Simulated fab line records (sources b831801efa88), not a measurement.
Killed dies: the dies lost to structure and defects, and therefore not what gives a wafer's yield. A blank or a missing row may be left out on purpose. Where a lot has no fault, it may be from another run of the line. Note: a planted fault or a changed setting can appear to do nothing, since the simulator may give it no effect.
Struck lot and sound lot, side by side || flow sky130 || 24 steps out of a route of 708
Sound: these wafers, L132.2, L132.4, L132.6. Struck: wafers L121.1, L121.2, L121.6. At the end, the cause is stated.
Order at every step that has rows: each side's tool, ch and its chambers, its first start. Under that, the readings that differ: sound wafers || struck wafers || difference of the means || sigmas: that difference in standard deviations of wafers without a fault.
alike: a reading whose means differ by less than 2 such deviations, as well as words and numbers matching on both sides. not compared: withheld readings; readings where some wafer has no value; bounds like >300 that might hide an equal value; numbers whose values overlap and for which the record gives no deviation.
A row with sigmas, a row that says differs or no value, or rows on one side alone: a step with any of these is where the two part. Numbers that don't overlap but have no deviation are shown without sigmas and don't part them. Lack of a reading on every wafer of one side parts them only where that side has two or more wafers.

first, 2 steps without rows for these wafers: SKY_POLY_GATE_CLEAN_19 (cleans in SC1/SC2, time 150 s); SKY_POLY_GATE_OXIDATION_20 (stabilise 600 s, purge 300 s, target thk 4 nm).
SKY_POLY_GATE_THK_MEAS_21:
  sound on film metro-02, day 24 14:30; struck on film metro-02, day 20 10:46
  alike: POLY_GATE_OXIDATION_THK
SKY_POLY_GATE_CD_MEAS_22:
  sound on cd sem-02, day 24 14:35; struck on cd sem-02, day 20 10:50
  alike: cd nm
then, 7 steps without rows for these wafers: SKY_LDD_N_DEHYDRATE_00 (time 60 s); SKY_LDD_N_HMDS_01 (prime time 60 s); SKY_LDD_N_COAT_02 (resist thk 300 nm); SKY_LDD_N_SOFTBAKE_03 (time 60 s); SKY_LDD_N_EXPOSE_04 (exposes mask NTM, target cd 840 nm); SKY_LDD_N_PEB_05; SKY_LDD_N_DEVELOP_06 (develop time 60 s).
SKY_LDD_N_OVL_MEAS_07:
  sound on overlay-01, day 25 19:52; struck on overlay-01, day 21 17:01
{"reading": "LDD_N_OVL (nm)", "sound": "1.0 3.0 0.3", "struck": "-2.3 -3.2 -2.4", "difference": -4.1, "sigmas": -3}
SKY_LDD_N_IMPLANT_08:
  sound on implanter-03 ch 0, day 25 19:56; struck on implanter-03 ch 0, day 21 17:03
{"reading": "beam on s (s)", "sound": "10.31 9.73 10.07", "struck": "76.22 72.70 76.22", "difference": "+65.01", "sigmas": "+99 or more"}
{"reading": "dose ions cm2", "sound": "7.508e+13 7.512e+13 7.51e+13", "struck": "7.1091e+14 7.1095e+14 7.1098e+14", "difference": "+6.3585e+14", "sigmas": "+99 or more"}
{"reading": "faraday current uA", "sound": "409 433 421", "struck": "526 550 525", "difference": "+113", "sigmas": "+12"}
then, 7 steps without rows for these wafers: SKY_LDD_N_IMPLANT_09; SKY_LDD_N_IMPLANT_10; SKY_LDD_N_IMPLANT_11; SKY_LDD_N_IMPLANT_12; SKY_LDD_N_IMPLANT_13; SKY_LDD_N_IMPLANT_14; SKY_LDD_N_IMPLANT_15.
SKY_LDD_N_STRIP_16: strips in O2/N2.
  sound on plasma asher-02 ch 0,1, day 25 21:06; struck on plasma asher-04 ch 0,1, day 21 18:15
{"reading": "strip time to endpoint s (s)", "sound": "4.319 4.310 4.292", "struck": "5.628 5.628 5.649", "difference": "+1.328", "sigmas": "+83"}
  alike: drypump motor current A, oes product au
  not compared: rf hours counter h
SKY_LDD_N_TW_MEAS_17:
  sound on film metro-04, day 25 21:13; struck on film metro-03, day 21 18:21
{"reading": "LDD_N_TW", "sound": "2549 2555 2549", "struck": "3037 3031 3061", "difference": "+492", "sigmas": "+20"}
then, 1 step without rows for these wafers: SKY_LDD_P_DEHYDRATE_00 (time 60 s).
-- record jumps: 27 days separate the struck wafers' starts on either side; left off in module LDD_P, taken up again in module PAD_OPEN, whose first shown step is the route's number 708 --
SKY_PAD_OPEN_PROBE_99:
  sound on prober-01, day 50 17:26; struck on prober-01, day 48 09:21
{"reading": "model.etest.tip n.rs ohm sq", "sound": "438 436.6 442.4", "struck": "251.5 250.7 249.6", "difference": -188.4, "sigmas": ""}
{"reading": "model.etest.nfet_01v8.r on ohm um", "sound": "859.6 830.8 851.6", "struck": "771 744 774", "difference": -84, "sigmas": ""}
{"reading": "model.etest.nfet_01v8_lvt.drive ua um", "sound": "561 588 576.5", "struck": "635.1 654 633.5", "difference": "+65.7", "sigmas": ""}
{"reading": "model.etest.nfet_01v8.drive ua um", "sound": "483.4 511 501.8", "struck": "562.6 577.7 555.9", "difference": "+66.7", "sigmas": ""}
{"reading": "model.etest.nfet_01v8_turned.drive ua um", "sound": "488.3 513.4 498.7", "struck": "563 579.6 553.7", "difference": "+65", "sigmas": ""}
{"reading": "model.etest.sram nfet pass.drive ua um", "sound": "464.7 494 483.7", "struck": "530.3 557.6 538.6", "difference": "+61.4", "sigmas": ""}
{"reading": "model.etest.nfet_01v8_swapped.drive ua um", "sound": "491.6 512.8 505.9", "struck": "546.2 560.3 541.6", "difference": "+45.9", "sigmas": ""}
  not compared: model.etest.tip n.rs ohm sq range

## WHERE THEY PART
First at SKY_LDD_N_OVL_MEAS_07; last, within this record, at SKY_LDD_N_TW_MEAS_17.

WHY: what the simulator had put in
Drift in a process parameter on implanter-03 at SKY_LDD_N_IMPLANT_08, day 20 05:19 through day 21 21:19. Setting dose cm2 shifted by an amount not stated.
